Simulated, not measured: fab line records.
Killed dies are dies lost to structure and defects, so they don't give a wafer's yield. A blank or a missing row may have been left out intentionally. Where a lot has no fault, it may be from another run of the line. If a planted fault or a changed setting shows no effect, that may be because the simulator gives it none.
Lot-split experiment ; flow sky130 ; 23 wafers read across 5 lots, on a route 708 steps long

SPLIT DETAILS
At SKY_LOCAL_INTERCONNECT_COAT_06 (resist thk 450 nm), the setting spin rpm was moved away from the recipe's 3000 rpm on 9 of the 23 wafers read, by -5.1% to +2.3%. For the rest of the wafers, this setting stayed at what the recipe calls for.

The reading comes from the split's own step.

THE READING
KrF-thick_of_LOCAL_INTERCONNECT_COAT_06.thk nm (the simulator's own value, which no gauge read), in nm, at SKY_LOCAL_INTERCONNECT_COAT_06 (resist thk 450 nm). The file gives no usual value for it. The 14 wafers here that ran the recipe average 450.1 nm, standard deviation 1.2 nm.

wafer;tool, chamber at the split;spin rpm as run, rpm;against the recipe;KrF-thick_of_LOCAL_INTERCONNECT_COAT_06.thk nm, nm;against lot-mates on the recipe
L074.1;litho track-02, 0;3069;+2.3%;445.3;-4.9
L074.6;litho track-02, 0;3069;+2.3%;445.3;-4.9
L074.2;litho track-02, 0;3069;+2.3%;445.6;-4.6
L074.3;litho track-02, 0;3000;recipe;450.5;-
L074.5;litho track-02, 0;3000;recipe;450;-
L075.1;litho track-03, 0;3000;recipe;449.9;-
L075.3;litho track-03, 0;3000;recipe;450.8;-
L075.4;litho track-03, 0;3000;recipe;450.6;-
L075.5;litho track-03, 0;3000;recipe;452.4;-
L075.6;litho track-03, 0;3000;recipe;451.1;-
L076.1;litho track-01, 0;3000;recipe;449;-
L076.2;litho track-01, 0;3000;recipe;449;-
L076.5;litho track-01, 0;3000;recipe;449;-
L083.1;litho track-01, 0;2915;-2.8%;454.2;+5.8
L083.2;litho track-01, 0;3000;recipe;448.5;-
L083.3;litho track-01, 0;2915;-2.8%;454.9;+6.5
L083.4;litho track-01, 0;2915;-2.8%;455.2;+6.8
L083.5;litho track-01, 0;3000;recipe;448.2;-
L085.1;litho track-03, 0;2848;-5.1%;463.8;+12.3
L085.2;litho track-03, 0;3000;recipe;451.1;-
L085.3;litho track-03, 0;2848;-5.1%;463.7;+12.2
L085.4;litho track-03, 0;2848;-5.1%;463.1;+11.6
L085.6;litho track-03, 0;3000;recipe;451.9;-

FIT RESULTS
A straight line over all 23 wafers: KrF-thick_of_LOCAL_INTERCONNECT_COAT_06.thk nm changes by -2.35 nm for each +1% of spin rpm; r = -0.97; the points scatter about the line by 1.4 nm.
The same after taking each lot's own level away (the mean of its wafers on the recipe; 23 wafers): -2.3 nm for each +1%; r = -1.00; scatter 0.52 nm.
The reading moves by 12 nm for the largest change in spin rpm, on that fit.
The lots' own levels span 448.35 to 451.50 nm, that is 2.6 times the standard deviation above.
So the lot-to-lot level changes the slope little: the two slopes agree.
Check: with one of the wafers moved furthest among these (-5.1%) left out of the fit, the line predicts +11.6 nm for it against its lot-mates. It came out at +12.3 nm against them.

THE OTHER SPLITS THESE WAFERS WENT THROUGH
Before the reading, these wafers also passed through other splits. Each is held against what the fit with the lots' levels taken away leaves over:
other split on the same wafers;wafers away from the commonest value;r with KrF-thick_of_LOCAL_INTERCONNECT_COAT_06.thk nm (lot level and that fit taken away)
SKY_SD_P_IMPLANT_09 dose cm2;6;+0.06
SKY_SD_N_DEVELOP_06 develop time s;7;-0.28
SKY_SD_N_IMPLANT_09 energy kev;9;-0.13
SKY_LI_CONTACT_COAT_07 spin rpm;11;+0.10
SKY_LI_CONTACT_SPUTTER_19 chamber pressure pa;15;-0.13
SKY_LI_CONTACT_CVD_21 temp c;8;+0.00

FILE'S OWN FIT
KrF-thick_of_LOCAL_INTERCONNECT_COAT_06.thk nm changes by -2.32 nm for each +1% of spin rpm, r = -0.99.
